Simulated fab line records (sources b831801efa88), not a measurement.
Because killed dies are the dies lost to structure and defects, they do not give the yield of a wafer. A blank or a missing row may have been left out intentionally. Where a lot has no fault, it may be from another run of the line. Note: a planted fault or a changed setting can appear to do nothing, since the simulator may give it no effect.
fab line records -- flow sfq-line
record: lots: 15, wafers: 44, last-day: 85
route steps=325 shown I6@267
lots with no fault: from the same line, run without faults
start-h: hours from the record's first day to the start of the lot's first wafer shown -- wait-h: hours since the lot's step before -- " as in the row above -- L1.1+2: several wafers, shown together as one row -- - either no value or no given start -- * or withheld: withheld -- < > ~ a bound
route shown NAME@n: NAME is a module with steps in the file, n the number in the route of the first one -- usual: average and standard deviation across the fault-free wafers -- same: alike in all rows -- chamber/n: place in a boat -- sites: each site's reading -- _std_site: the values' standard deviation -- _edge_site: outer sites' mean less inner sites' -- radius-mm: how far each site lies from the wafer's centre -- mask NAME#n: copy n -- behind: the tool/chamber that last shaped the wafer -- hold: the reason the lot was held/the length of the hold in hours/how it ended -- device: which transistor (n, p or np) failed to switch -- end of line: tests run on the same wafers once the route is complete -- a step given without rows: its recipe and nothing more -- killed: not the wafer's yield, but the dies lost to structure and defects at the first sort -- map: the dies of a wafer, with x for killed, . for not killed, _ for no die there
set.NAME: the setting the step ran with; set.NAME@STEP: the setting that earlier step ran with -- model.NAME: the simulator's own value behind a step, which no gauge read
the route's steps for a sample of lots (tables are steps, rows are wafers)
services: from which hour (start-h, from the record's first day; less than 0 if before it) a tool's chamber was out of use, for how many hours, and why
== steps ==
step: SFQ_TRILAYER_I6_CMP_CMP_166
recipe: material: SiO2, down-force-psi: 3, platen-rpm: 60, pad-velocity-m-s: 0.94248
usual: motor-current-A: 10.0/0.55, time-to-endpoint-s: 215/8.2
lot.wafer,tool,chamber,start-h,wait-h,motor-current-A,time-to-endpoint-s
L540.2,cmp-01,1,1518.54,11.6,9.4,214
L540.4,cmp-01,3,1519.54,12.6,9.4,216
L540.6,cmp-01,0,1519.54,12.6,11.1,215
L541.1,cmp-02,2,1523.03,9.3,10.6,230
L541.4,cmp-02,0,1524.03,10.3,9.7,222
L541.2,cmp-02,1,1524.03,10.3,10.3,218
L542.3,cmp-02,2,1526.03,9.9,10.8,211
L542.1,cmp-02,1,1527.53,11.4,9.7,212
L542.6,cmp-02,2,1527.53,11.4,11.0,220
L543.2,cmp-02,0,1529.53,11.0,9.3,211
L543.1,cmp-02,1,1529.53,11.0,10.2,216
L543.5,cmp-02,3,1531.03,12.5,9.8,220
L545.3,cmp-02,0,1643.26,2.0,9.9,205
L545.1,cmp-02,1,1643.26,2.0,10.1,208
L545.5,cmp-02,0,1645.26,4.0,10.4,223
L546.4,cmp-02,1,1646.76,2.6,9.5,212
L546.1,cmp-02,3,1647.76,3.7,9.3,205
L546.6,cmp-02,1,1648.76,4.6,9.3,219
L547.4,cmp-01,0,1669.91,0.6,11.0,220
L547.1,cmp-01,1,1669.91,0.6,9.4,222
L547.3,cmp-01,2,1669.91,0.6,10.1,219
L548.2,cmp-01,1,1683.71,0.0,10.0,221
L548.1,cmp-01,2,1683.71,0.0,10.7,218
L548.3,cmp-01,0,1685.21,1.5,11.3,212
L549.2,cmp-02,2,1691.53,0.5,10.4,218
L549.3,cmp-02,0,1692.53,1.5,9.5,200
L549.6,cmp-02,1,1692.53,1.5,10.2,204
L550.2,cmp-01,1,1693.43,0.0,10.1,220
L550.4,cmp-01,2,1693.43,0.0,10.1,217
L550.3,cmp-01,3,1693.43,0.0,9.9,205
L553.4,cmp-02,3,1700.63,0.0,9.1,210
L553.3,cmp-02,0,1700.63,0.0,9.5,204
L553.6,cmp-02,3,1702.63,2.0,9.0,210
L556.4,cmp-01,2,1710.73,0.5,10.3,284
L556.1,cmp-01,3,1710.73,0.5,9.0,204
L558.3,cmp-01,0,1715.67,0.5,10.4,278
L558.4,cmp-01,2,1716.67,1.5,10.2,283
L558.6,cmp-01,0,1717.67,2.5,10.7,214
L560.3,cmp-01,3,1718.17,0.7,9.1,282
L560.1,cmp-01,0,1718.17,0.7,10.4,221
L560.2,cmp-01,1,1718.17,0.7,9.6,224
L561.4,cmp-02,1,1720.64,1.9,9.6,212
L561.2,cmp-02,2,1720.64,1.9,10.5,218
L561.5,cmp-02,1,1722.64,3.9,9.8,215
step: SFQ_TRILAYER_I6_METRO_MEASURE_167
usual: thk-nm: 199.9/1.1
lot.wafer,tool,chamber,start-h,wait-h,thk-nm
L540.2,film-metro-04,-,1521.36,0.3,200.7
L540.4,film-metro-04,-,1521.36,0.3,198.4
L540.6,film-metro-04,-,1521.36,0.3,199.3
L541.1,film-metro-03,-,1526.15,0.1,200.9
L541.2,film-metro-03,-,1526.15,0.1,199.2
L541.4,film-metro-03,-,1526.15,0.1,199.6
L542.1,film-metro-03,-,1529.15,0.1,199.1
L542.3,film-metro-03,-,1529.15,0.1,200.7
L542.6,film-metro-03,-,1529.15,0.1,200.6
L543.1,film-metro-04,-,1532.15,0.1,200.9
L543.2,film-metro-04,-,1532.15,0.1,200.2
L543.5,film-metro-04,-,1532.15,0.1,200.8
L545.1,film-metro-02,-,1646.38,0.1,199.7
L545.3,film-metro-02,-,1646.38,0.1,200.6
L545.5,film-metro-02,-,1646.38,0.1,201.1
L546.1,film-metro-04,-,1649.38,0.1,199.5
L546.4,film-metro-04,-,1649.38,0.1,199.0
L546.6,film-metro-04,-,1649.38,0.1,199.9
L547.1,film-metro-02,-,1673.03,0.1,202.5
L547.3,film-metro-02,-,1673.03,0.1,199.8
L547.4,film-metro-02,-,1673.03,0.1,199.5
L548.1,film-metro-04,-,1686.83,0.1,199.8
L548.2,film-metro-04,-,1686.83,0.1,201.5
L548.3,film-metro-04,-,1686.83,0.1,199.3
L549.2,film-metro-04,-,1694.35,0.3,200.7
L549.3,film-metro-04,-,1694.35,0.3,201.3
L549.6,film-metro-04,-,1694.35,0.3,200.3
L550.2,film-metro-03,-,1696.75,0.3,200.4
L550.3,film-metro-03,-,1696.75,0.3,198.1
L550.4,film-metro-03,-,1696.75,0.3,199.7
L553.3,film-metro-04,-,1704.15,0.5,199.6
L553.4,film-metro-04,-,1704.15,0.5,198.7
L553.6,film-metro-04,-,1704.15,0.5,200.4
L556.1,film-metro-03,-,1713.35,0.1,198.8
L556.4,film-metro-03,-,1713.35,0.1,307.0
L558.3,film-metro-03,-,1718.69,0.5,304.0
L558.4,film-metro-03,-,1718.69,0.5,306.2
L558.6,film-metro-03,-,1718.69,0.5,199.9
L560.1,film-metro-03,-,1721.29,0.1,200.1
L560.2,film-metro-03,-,1721.29,0.1,202.1
L560.3,film-metro-03,-,1721.29,0.1,306.4
L561.2,film-metro-02,-,1723.46,0.3,201.4
L561.4,film-metro-02,-,1723.46,0.3,200.2
L561.5,film-metro-02,-,1723.46,0.3,200.8
step: SFQ_TRILAYER_I6_VIA_ETCH_VIA_ETCH_172
recipe: target: SiO2, stop-on: Nb, mask-material: PR, taper-deg: 20, chemistry: CHF3, target-depth-nm: 260, source-w: 500, bias-w: 80, pressure-mtorr: 30, time-s: withheld
usual: drypump-motor-current-A: 5.5/0.37, oes-product-au: 0.855/0.0052
lot.wafer,tool,chamber,start-h,wait-h,drypump-motor-current-A,oes-product-au
L540.2,rie-diel-03,1,1638.31,0.0,4.8,0.849
L540.4,rie-diel-03,0,1638.31,0.0,5.8,0.847
L540.6,rie-diel-03,1,1638.31,0.0,4.9,0.849
L541.1,rie-diel-04,0,1644.31,0.0,5.8,0.854
L541.2,rie-diel-04,3,1644.31,0.0,5.4,0.852
L541.4,rie-diel-04,2,1644.31,0.0,5.2,0.852
L542.1,rie-diel-01,3,1651.51,0.0,5.6,0.856
L542.3,rie-diel-01,2,1651.51,0.0,5.4,0.856
L542.6,rie-diel-01,1,1651.51,0.0,5.6,0.857
L543.1,rie-diel-04,2,1653.93,0.0,5.2,0.852
L543.2,rie-diel-04,0,1653.93,0.0,5.9,0.862
L543.5,rie-diel-04,2,1653.93,0.0,5.2,0.853
L545.1,rie-diel-01,0,1751.98,0.0,5.1,0.858
L545.3,rie-diel-01,3,1751.98,0.0,5.6,0.857
L545.5,rie-diel-01,1,1751.98,0.0,5.6,0.861
L546.1,rie-diel-03,2,1756.78,0.0,6.1,0.857
L546.4,rie-diel-03,1,1756.78,0.0,4.8,0.852
L546.6,rie-diel-03,3,1756.78,0.0,5.1,0.857
L547.1,rie-diel-01,3,1787.92,0.0,5.7,0.865
L547.3,rie-diel-01,0,1787.92,0.0,5.1,0.850
L547.4,rie-diel-01,1,1787.92,0.0,5.6,0.854
L548.1,rie-diel-03,1,1804.72,0.0,4.8,0.852
L548.2,rie-diel-03,3,1804.72,0.0,5.1,0.861
L548.3,rie-diel-03,0,1804.72,0.0,5.8,0.850
L549.2,rie-diel-01,2,1811.92,0.0,5.4,0.860
L549.3,rie-diel-01,0,1811.92,0.0,5.1,0.855
L549.6,rie-diel-01,1,1811.92,0.0,5.6,0.854
L550.2,rie-diel-04,0,1814.32,0.0,5.8,0.854
L550.3,rie-diel-04,3,1814.32,0.0,5.4,0.856
L550.4,rie-diel-04,1,1814.32,0.0,6.0,0.852
L553.3,rie-diel-04,2,1823.57,0.0,5.3,0.850
L553.4,rie-diel-04,1,1823.57,0.0,6.0,0.850
L553.6,rie-diel-04,3,1823.57,0.0,5.4,0.856
L556.1,rie-diel-04,1,1830.77,0.0,6.0,0.847
L556.4,rie-diel-04,0,1830.77,0.0,5.8,0.990
L558.3,rie-diel-01,1,1836.77,0.0,5.5,0.989
L558.4,rie-diel-01,0,1836.77,0.0,5.1,0.996
L558.6,rie-diel-01,1,1836.77,0.0,5.5,0.857
L560.1,rie-diel-03,2,1840.39,0.0,6.1,0.864
L560.2,rie-diel-03,1,1840.39,0.0,4.8,0.871
L560.3,rie-diel-03,1,1840.39,0.0,4.8,0.999
L561.2,rie-diel-01,0,1843.97,0.0,5.1,0.864
L561.4,rie-diel-01,1,1843.97,0.0,5.6,0.851
L561.5,rie-diel-01,3,1843.97,0.0,5.7,0.860
== services ==
tool,chamber,start-h,hours,kind
rie-diel-01,-,1496.27,0.6,repair
cmp-02,-,1507.58,3.4,repair
cmp-01,-,1507.90,0.8,repair
cmp-01,-,1511.70,3.3,pm
rie-diel-01,-,1517.92,2.8,pm
film-metro-04,-,1538.49,0.9,pm
cmp-01,-,1540.16,0.9,repair
cmp-02,-,1547.34,0.3,repair
film-metro-04,-,1575.67,2.3,pm
film-metro-04,-,1587.75,0.1,pm
cmp-01,-,1588.50,0.5,repair
cmp-02,-,1592.80,0.8,repair
cmp-01,-,1595.24,4.0,pm
cmp-01,-,1598.36,0.6,repair
rie-diel-01,1,1631.10,10.0,repair
film-metro-04,-,1637.49,0.7,pm
rie-diel-01,-,1689.45,0.1,repair
rie-diel-01,0,1730.72,2.9,repair
cmp-01,-,1734.89,0.2,repair
cmp-01,-,1757.17,8.9,pm
cmp-02,-,1778.11,4.0,pm
cmp-01,-,1784.20,4.1,pm
rie-diel-01,1,1798.11,8.9,repair
cmp-02,-,1806.65,0.8,repair
== key ==
first-sign: step: SFQ_TRILAYER_I6_CMP_CMP_166, reading: time-to-endpoint-s, direction: up, sigmas: 8.1, usual: *, struck: *
effect: step: SFQ_TRILAYER_I6_METRO_MEASURE_167, reading: thk-nm, direction: up, sigmas: 97, usual: 199.9, struck: 305.9
effect: step: SFQ_TRILAYER_I6_VIA_ETCH_VIA_ETCH_172, reading: oes-product-au, direction: up, sigmas: 27, usual: 0.855, struck: 0.993
met-at SFQ_TRILAYER_I6_CMP_CMP_166
struck-lots L556,L558,L560
struck-wafers L556.4,L558.3,L558.4,L560.3
onset-between 1693.43 1710.73
fault: kind: process-parameter-drift, tool: cmp-01, chamber: -, onset-h: 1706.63, steps: SFQ_TRILAYER_I6_CMP_CMP_166, channel: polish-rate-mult, offset: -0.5, shape: step, end-h: 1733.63, scope: struck-wafers-only
